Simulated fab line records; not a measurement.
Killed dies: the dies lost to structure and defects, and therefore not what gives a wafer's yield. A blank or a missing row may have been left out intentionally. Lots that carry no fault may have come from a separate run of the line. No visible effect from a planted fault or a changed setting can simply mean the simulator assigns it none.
Comparing a struck lot with a sound one    flow sky130    14 out of 708 route steps
Sound: wafers L699.1, L699.3, L699.4. Wafers struck: L691.3, L691.5, L691.6. The cause comes at the end.
Order at every step that has rows: each side's tool, ch and its chambers, its first start. Under that, the readings that differ: sound wafers    struck wafers    difference of the means    sigmas: that difference in standard deviations of wafers without a fault.
alike: words and numbers the same on both sides, and readings whose means are apart by under 2 such deviations; not compared: readings that were withheld, readings missing a value for some wafer, numbers with overlapping values and no deviation given by the record, and bounds like >300 which may hide the same value.
Wherever a step has rows on one side only, a row that says differs or no value, or a row with sigmas, the two part there. Numbers that have no deviation but don't overlap get no sigmas and don't part them. A reading that every wafer of one side lacks parts them only if that side has two wafers or more.

first, 2 steps without rows for these wafers: SKY_VT_ADJUST_PCH_PEB_05; SKY_VT_ADJUST_PCH_DEVELOP_06 (develop time 60 s).
SKY_VT_ADJUST_PCH_OVL_MEAS_07:
  sound on overlay-01, day 14 23:28; struck on overlay-02, day 12 10:10
  alike: VT_ADJUST_PCH_OVL
then, 1 step without rows for these wafers: SKY_VT_ADJUST_PCH_IMPLANT_08.
SKY_VT_ADJUST_PCH_STRIP_09: strips in O2/N2.
  sound on plasma-asher-02 ch 0,1, day 14 23:40; struck on plasma-asher-02 ch 0,1, day 12 10:22
reading              sound              struck             difference  sigmas
n2-flow-sccm (sccm)  298.7 299.8 299.4  301.0 301.2 301.1  +1.8        +2
  alike: drypump-motor-current-A, oes-product-au, strip-time-to-endpoint-s
  not compared: rf-hours-counter-h
SKY_VT_ADJUST_PCH_TW_MEAS_10:
  sound on film-metro-01, day 14 23:46; struck on film-metro-03, day 12 10:28
  alike: VT_ADJUST_PCH_TW
then, 6 steps without rows for these wafers: SKY_SONOS_TUNNEL_DEHYDRATE_00 (time 60 s); SKY_SONOS_TUNNEL_HMDS_01 (prime time 60 s); SKY_SONOS_TUNNEL_COAT_02 (resist thk 1140 nm); SKY_SONOS_TUNNEL_SOFTBAKE_03 (time 60 s); SKY_SONOS_TUNNEL_EXPOSE_04 (exposes mask TUNM, target cd 410 nm); SKY_SONOS_TUNNEL_PEB_05.
SKY_SONOS_TUNNEL_DEVELOP_06: develop time 60 s.
  sound on litho-track-02 ch 0, day 16 01:51; struck on litho-track-02, day 13 11:12
  no value came back on the struck wafers for chill-plate-temp-C (C), develop-time-s (s); on the sound wafers chill-plate-temp-C (C) reads 22.88 22.94 22.84
SKY_SONOS_TUNNEL_CD_MEAS_07: the cd target is 410 nm.
  sound on cd-sem-01, day 16 02:00; struck on cd-sem-01, day 13 11:20
reading     sound              struck  difference                     sigmas
cd-nm (nm)  410.7 410.2 411.0  - - -   no value on the struck wafers  

== WHERE THEY PART ==
Earliest at SKY_VT_ADJUST_PCH_STRIP_09; latest, in this record, at SKY_SONOS_TUNNEL_CD_MEAS_07.

WHY: whatever the simulator had introduced
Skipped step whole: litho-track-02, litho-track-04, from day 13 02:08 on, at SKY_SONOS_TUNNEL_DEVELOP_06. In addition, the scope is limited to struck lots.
